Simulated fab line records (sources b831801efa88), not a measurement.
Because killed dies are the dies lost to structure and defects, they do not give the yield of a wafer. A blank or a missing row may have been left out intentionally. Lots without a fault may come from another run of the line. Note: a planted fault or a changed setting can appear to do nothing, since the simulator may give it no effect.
A lot that was struck, set against a sound lot || flow sky130 || 14 out of 708 route steps
Sound: wafers L579.1, L579.2, L579.4. Wafers L581.3, L581.5, L581.6 were the ones struck. Last of all comes the cause.
For every step that has rows: the tool of each side, followed by ch and its chambers, followed by its first start. Under that, the readings that differ: sound wafers || struck wafers || difference of the means || sigmas: that difference in standard deviations of wafers without a fault.
alike: readings with means less than 2 such deviations apart, plus words and numbers identical on both sides. not compared: withheld readings, readings lacking a value on some wafer, bounds such as >300 that could conceal the same value, and numbers that have no deviation in the record and whose values overlap.
The two part at a step that has a row with sigmas, a row that says differs or no value, or rows on one side only. Numbers that don't overlap but have no deviation are shown without sigmas and don't part them. A reading missing from all wafers of one side parts the sides only when that side holds two or more wafers.

SKY_SONOS_ONO_OVL_MEAS_14:
  struck on overlay-02, day 18 00:11; sound on overlay-02, day 16 20:32
  alike: SONOS_ONO_OVL
SKY_SONOS_ONO_ETCH_15: etches the open film in CHF3/O2, target depth 19.52 nm, time 7.8 s.
  sound on rie_diel-04 ch 0,1,2, day 16 20:34; struck on rie_diel-02 ch 0,1,3, day 18 00:12
  alike: bias_w, drypump_motor_current_A, oes_product_au, rf_fwd_power_W, throttle_valve_pct
  not compared: rf_hours_counter_h
then, 1 step without rows for these wafers: SKY_SONOS_ONO_WET_ETCH_16 (etches SiO2 in dHF, target depth 14 nm, time 280 s).
SKY_SONOS_ONO_STRIP_17: strips in O2/N2.
  sound on plasma_asher-01 ch 0,1, day 16 20:41; struck on plasma_asher-01 ch 0,1, day 18 00:20
  alike: drypump_motor_current_A, oes_product_au, strip_time_to_endpoint_s
  not compared: rf_hours_counter_h
then, 3 steps without rows for these wafers: SKY_SONOS_ONO_WET_ETCH_18 (etches Si3N4 in H3PO4, target depth 15 nm, time 172 s); SKY_GATE_OXIDE_CLEAN_00 (cleans in SC1/SC2, time 150 s); SKY_GATE_OXIDE_OXIDATION_01 (stabilise 600 s, purge 300 s, target thk 10.268 nm).
SKY_GATE_OXIDE_THK_MEAS_02:
  struck on film_metro-04, day 18 03:45; sound on film_metro-01, day 17 00:50
  alike: GATE_OXIDE_OXIDATION_00_THK
then, 4 steps without rows for these wafers: SKY_GATE_OXIDE_DEHYDRATE_03 (time 60 s); SKY_GATE_OXIDE_HMDS_04 (prime time 60 s); SKY_GATE_OXIDE_COAT_05 (resist thk 1140 nm); SKY_GATE_OXIDE_SOFTBAKE_06 (time 60 s).
SKY_GATE_OXIDE_EXPOSE_07: exposes mask LVOM, target cd 600 nm.
  struck on iline_stepper-01, day 18 18:42; sound on iline_stepper-01 ch 0, day 17 14:55
  no value came back on the struck wafers for exposure_dose_mJ_cm2, focus_offset_nm (nm); on the sound wafers exposure_dose_mJ_cm2 reads 170.07 169.90 169.65
  alike: mask
next, for these wafers, 1 step has no rows: SKY_GATE_OXIDE_PEB_08.

== WHERE THEY PART ==
At SKY_GATE_OXIDE_EXPOSE_07 and nowhere else, as far as this record goes.

WHY: the cause the simulator had injected
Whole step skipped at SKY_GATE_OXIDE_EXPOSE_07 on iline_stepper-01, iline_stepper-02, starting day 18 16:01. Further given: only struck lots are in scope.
